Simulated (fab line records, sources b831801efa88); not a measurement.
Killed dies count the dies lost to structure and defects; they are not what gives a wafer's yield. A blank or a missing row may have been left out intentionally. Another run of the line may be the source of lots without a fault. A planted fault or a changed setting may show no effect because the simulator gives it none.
Which of the tools did it?    flow sky130    Sampling: 7 lots, 21 wafers, 3 of 708 route steps

## WHAT THE GAUGES SHOWED, per wafer
SKY_LDD_LDN_TW_MEAS_13.
lot   measured      on            LDD_LDN_TW
L254  day 23 13:37  filmMetro-04  1472 1461 1460
L256  day 24 09:13  filmMetro-04  1451 1462 1453
L258  day 24 22:58  filmMetro-03  1478 1483 1479
L262  day 26 15:32  filmMetro-02  1347 1344 1351 1344 1342 1339
L267  day 28 07:17  filmMetro-03  1477 1473 1474
L272  day 29 19:36  filmMetro-04  1487 1482 1479
L275  day 30 06:11  filmMetro-02  1458 1461 1453

## TOOL THAT RAN EACH LOT (tool first, then ch and the chambers of the sampled wafers, then the start)
lot   SKY_POLY_GATE_ETCH_16              SKY_LDD_LDN_IMPLANT_09
L254  rieDiel-04 ch 0,1, day 16 23:22    implanter-01 ch 0, day 23 12:37
L256  rieDiel-01 ch 1,2, day 17 17:33    implanter-02 ch 0, day 24 08:40
L258  rieDiel-02 ch 0,1,2, day 18 09:24  implanter-04 ch 0, day 24 22:25
L262  rieDiel-02 ch 1,3, day 20 03:28    implanter-01, day 26 15:01
L267  rieDiel-01 ch 0,1,3, day 21 20:40  implanter-04 ch 0, day 28 06:44
L272  rieDiel-02 ch 0,1, day 23 11:37    implanter-02 ch 0, day 29 19:03
L275  rieDiel-04 ch 0,1,3, day 24 01:12  implanter-04 ch 0, day 30 05:40
- SKY_POLY_GATE_ETCH_16: etches Si3N4 in CH3F/O2, stops on poly-Si, time 147.5 s, target depth 75 nm.
- SKY_LDD_LDN_IMPLANT_09

## THE ANSWER, worked out from the rows above alone
Rule: usual is defined by the lots themselves. The widest of any qualifying gaps counts: lots, ordered by their means at a reading, are off when they make up no more than a third of the lots, leave a main group of 4 or more, and stand apart from it by 3 or more times the standard deviation of that group's means. The tables above print the reading to a certain number of digits; a main group whose means all agree to those digits is not used. Also off: a lot with no number at a reading for which 4 or more lots have one. Where the step has rows for the other lots, those lots are counted as sound.
Off: L262, seen at SKY_LDD_LDN_TW_MEAS_13 (LDD_LDN_TW). For the main group the mean is 1469 and the standard deviation 11.
If a tool, at a process step before that reading, ran all the lots that are off and no sound lot after the first of them, it fits. Gauges at SKY_LDD_LDN_TW_MEAS_13: tried the same way as those tools. One fits: SKY_LDD_LDN_IMPLANT_09 on implanter-01. Its last sound lot is L254 (day 23 12:37), its first lot that is off L262 (day 26 15:01): a fault that began between those two fits.

## WHAT THE SIMULATOR HAD PUT IN
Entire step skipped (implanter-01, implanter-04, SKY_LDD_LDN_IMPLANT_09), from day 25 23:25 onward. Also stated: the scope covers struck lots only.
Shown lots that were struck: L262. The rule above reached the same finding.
